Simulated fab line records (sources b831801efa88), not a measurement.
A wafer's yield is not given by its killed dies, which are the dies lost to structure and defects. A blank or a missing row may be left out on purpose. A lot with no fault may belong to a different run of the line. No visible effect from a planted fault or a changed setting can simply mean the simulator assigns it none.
One fault seen from 2 desks || flow gf180mcu || each desk has only its own numbers; what lay behind them comes last

## AT THE TOOL OWNER'S DESK: rie_si-01
The tool's own readings at GF_POLY_GATE_ETCH_13 (etches poly-Si in HBr/Cl2, stops on SiO2, target depth 198.5 nm, time 69.6 s): means of the sampled wafers that have a number, for each lot that ran on this tool. Marked OUT: a lot whose mean sits more than 4 standard deviations from the usual mean, which makes it out of limits; the brackets give that distance.
Columns: A = drypump_motor_current_A at GF_POLY_GATE_ETCH_13, usual 5.53 A; B = oes_product_au at GF_POLY_GATE_ETCH_13, usual 0.992 a.u.; C = throttle_valve_pct at GF_POLY_GATE_ETCH_13, usual 33.684 %
{"lot": "L281", "first seen here": "day 10 00:23", "A": 5.70, "B": 0.989, "C": 33.679}
{"lot": "L282", "first seen here": "day 10 07:33", "A": 5.68, "B": 0.996, "C": 33.687}
{"lot": "L285", "first seen here": "day 10 21:45", "A": 5.71, "B": 0.992, "C": 33.688}
{"lot": "L291", "first seen here": "day 12 15:52", "A": 5.42, "B": "0.858 (-18) OUT", "C": 33.687}
{"lot": "L295", "first seen here": "day 13 23:02", "A": 5.56, "B": "0.857 (-18) OUT", "C": 33.696}
Finding of this desk: L291, L295 out of limits; the first was L291 at day 12 15:52, on oes_product_au at GF_POLY_GATE_ETCH_13. Within limits: L281, L282, L285.

## FROM THE METROLOGY DESK
What the gauges read, lot by lot, whatever tool the lot ran on: means of the sampled wafers that have a number. Marked OUT: a lot whose mean sits more than 4 standard deviations from the usual mean, which makes it out of limits; the brackets give that distance.
Columns: A = cd_nm at GF_HV_LDD_CD_MEAS_19, usual 399.4 nm
{"lot": "L279", "first seen here": "day 10 23:07", "A": 398.7}
{"lot": "L281", "first seen here": "day 11 13:48", "A": 397.3}
{"lot": "L282", "first seen here": "day 11 22:24", "A": 403.6}
{"lot": "L283", "first seen here": "day 12 03:19", "A": 401.4}
{"lot": "L285", "first seen here": "day 12 11:32", "A": 399.9}
{"lot": "L291", "first seen here": "day 14 09:47", "A": 396.2}
{"lot": "L292", "first seen here": "day 14 23:20", "A": 400.0}
{"lot": "L293", "first seen here": "day 15 05:35", "A": 398.8}
{"lot": "L295", "first seen here": "day 15 19:16", "A": 399.0}
{"lot": "L297", "first seen here": "day 16 12:52", "A": 396.0}
{"lot": "L299", "first seen here": "day 17 00:02", "A": 398.0}
Finding of this desk: none of the 11 lots has anything out of limits.

## TAKEN TOGETHER
An alarm could have come from the tool owner's desk at day 12 15:52, on L291, L295.
Metrology desk: nothing out of limits seen.
The metrology desk holds a record of L291, L295, inside its limits.
On rie_si-01, each named lot ran GF_POLY_GATE_ETCH_13.

## WHAT HAD BEEN PUT IN BY THE SIMULATOR
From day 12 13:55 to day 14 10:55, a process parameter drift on rie_si-01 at GF_POLY_GATE_ETCH_13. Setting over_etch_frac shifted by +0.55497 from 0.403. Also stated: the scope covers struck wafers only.
Lots struck among those shown: L291, L295.
Time in hours from fault onset to the first out-of-limits reading at each desk: the tool owner's desk, 2.
